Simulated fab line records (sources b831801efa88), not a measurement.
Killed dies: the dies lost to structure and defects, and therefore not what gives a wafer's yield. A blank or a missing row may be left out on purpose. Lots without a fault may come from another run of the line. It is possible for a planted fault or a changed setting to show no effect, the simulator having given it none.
A struck lot beside a sound one ; flow sky130 ; 43 steps out of a route of 708
Sound: the wafers L217.3, L217.5, L217.6. Struck: wafer L233.6 (left out: L233.2, L233.5 of the same lot, which were not struck); the cause appears at the end.
At each step with rows: each side's tool, then ch and its chambers, then its first start. Under that, the readings that differ: sound wafers ; struck wafers ; difference of the means ; sigmas: that difference in standard deviations of wafers without a fault.
alike: same words and numbers on both sides, and readings whose means sit less than 2 such deviations apart. not compared: any withheld reading, any reading some wafer has no value for, any bound like >300 that may hide the same value, and any number with overlapping values for which the record gives no deviation.
The two part at a step that has a row with sigmas, a row that says differs or no value, or rows on one side only. Numbers that don't overlap but have no deviation are shown without sigmas and don't part them. Lack of a reading on every wafer of one side parts them only where that side has two or more wafers.

SKY_LDD_N_STRIP_16: strips in O2/N2.
  sound on plasmaAsher-02 ch 0,1, day 19 13:55; struck on plasmaAsher-02 ch 0, day 25 16:05
  alike: drypumpMotorCurrentA, oesProductAu, stripTimeToEndpointS
  not compared: rfHoursCounterH
SKY_LDD_N_TW_MEAS_17:
  sound: filmMetro-02 at day 19 14:01; struck: filmMetro-02 at day 25 16:12
  alike: LDD_N_TW
then, 7 steps without rows for these wafers: SKY_LDD_P_DEHYDRATE_00 (time 60 s); SKY_LDD_P_HMDS_01 (prime time 60 s); SKY_LDD_P_COAT_02 (resist thk 1140 nm); SKY_LDD_P_SOFTBAKE_03 (time 60 s); SKY_LDD_P_EXPOSE_04 (exposes mask PSDM, target cd 380 nm); SKY_LDD_P_PEB_05; SKY_LDD_P_DEVELOP_06 (develop time 60 s).
SKY_LDD_P_CD_MEAS_07: the cd target is 380 nm.
  sound: cdSem-02 at day 20 22:38; struck: cdSem-01 at day 26 20:51
  alike: cdNm
SKY_LDD_P_OVL_MEAS_08:
  sound: overlay-01 at day 20 22:44; struck: overlay-02 at day 26 20:58
  alike: LDD_P_OVL
next, for these wafers, 1 step has no rows: SKY_LDD_P_IMPLANT_09.
SKY_LDD_P_STRIP_10: strips in O2/N2.
  sound on plasmaAsher-01 ch 0,1, day 20 22:56; struck on plasmaAsher-02 ch 1, day 26 21:08
  alike: drypumpMotorCurrentA, oesProductAu, stripTimeToEndpointS
  not compared: rfHoursCounterH
SKY_LDD_P_TW_MEAS_11:
  sound: filmMetro-04 at day 20 23:02; struck: filmMetro-02 at day 26 21:15
  alike: LDD_P_TW
then, 7 steps without rows for these wafers: SKY_LDD_HVN_DEHYDRATE_00 (time 60 s); SKY_LDD_HVN_HMDS_01 (prime time 60 s); SKY_LDD_HVN_COAT_02 (resist thk 300 nm); SKY_LDD_HVN_SOFTBAKE_03 (time 60 s); SKY_LDD_HVN_EXPOSE_04 (exposes mask HVNTM, target cd 700 nm); SKY_LDD_HVN_PEB_05; SKY_LDD_HVN_DEVELOP_06 (develop time 60 s).
SKY_LDD_HVN_OVL_MEAS_07:
  sound: overlay-02 at day 22 08:24; struck: overlay-02 at day 28 01:58
  alike: LDD_HVN_OVL
next, for these wafers, 1 step has no rows: SKY_LDD_HVN_IMPLANT_08.
SKY_LDD_HVN_STRIP_09: strips in O2/N2.
  sound on plasmaAsher-03 ch 0,1, day 22 08:36; struck on plasmaAsher-03 ch 0, day 28 02:08
  alike: drypumpMotorCurrentA, oesProductAu, stripTimeToEndpointS
  not compared: rfHoursCounterH
SKY_LDD_HVN_TW_MEAS_10:
  sound: filmMetro-03 at day 22 08:41; struck: filmMetro-04 at day 28 02:15
  alike: LDD_HVN_TW
then, 7 steps without rows for these wafers: SKY_LDD_HVP_DEHYDRATE_00 (time 60 s); SKY_LDD_HVP_HMDS_01 (prime time 60 s); SKY_LDD_HVP_COAT_02 (resist thk 300 nm); SKY_LDD_HVP_SOFTBAKE_03 (time 60 s); SKY_LDD_HVP_EXPOSE_04 (exposes mask HVPTM, target cd 700 nm); SKY_LDD_HVP_PEB_05; SKY_LDD_HVP_DEVELOP_06 (develop time 60 s).
SKY_LDD_HVP_OVL_MEAS_07:
  sound: overlay-02 at day 23 18:01; struck: overlay-01 at day 29 06:48
  alike: LDD_HVP_OVL
next, for these wafers, 1 step has no rows: SKY_LDD_HVP_IMPLANT_08.
SKY_LDD_HVP_STRIP_09: strips in O2/N2.
  sound on plasmaAsher-03 ch 0,1, day 23 18:13; struck on plasmaAsher-04 ch 0, day 29 06:59
reading;sound;struck;difference;sigmas
stripTimeToEndpointS (s);4.126 4.128 4.135;4.171;+0.041;+3
  alike: drypumpMotorCurrentA, oesProductAu
  not compared: rfHoursCounterH
SKY_LDD_HVP_TW_MEAS_10:
  sound: filmMetro-02 at day 23 18:18; struck: filmMetro-01 at day 29 07:05
  alike: LDD_HVP_TW
then, 6 steps without rows for these wafers: SKY_LDD_LDN_DEHYDRATE_00 (time 60 s); SKY_LDD_LDN_HMDS_01 (prime time 60 s); SKY_LDD_LDN_COAT_02 (resist thk 1140 nm); SKY_LDD_LDN_SOFTBAKE_03 (time 60 s); SKY_LDD_LDN_EXPOSE_04 (exposes mask LDNTM, target cd 700 nm); SKY_LDD_LDN_PEB_05.
-- a jump in the record: the struck wafers' starts before and after are 22 days apart (it breaks off in module LDD_LDN and resumes in module PAD_OPEN, where the first step shown is number 708 of the route) --
SKY_PAD_OPEN_PROBE_99:
  sound: prober-02 at day 47 22:01; struck: prober-02 at day 51 08:55
reading;sound;struck;difference;sigmas
killedAtFrontEnd;6 12 15;33;+22;+5
killedDies;80 88 78;111;+29;+3
killedShort;39 24 37;51;+18;+3
  alike: killed_at_M0_to_M3, killed_at_M4_up, killedAtContacts, killedAtOther, killedOpen

## WHERE THEY PART
Last at SKY_PAD_OPEN_PROBE_99 as far as this record goes, first at SKY_LDD_HVP_STRIP_09.

WHY: the cause the simulator had injected
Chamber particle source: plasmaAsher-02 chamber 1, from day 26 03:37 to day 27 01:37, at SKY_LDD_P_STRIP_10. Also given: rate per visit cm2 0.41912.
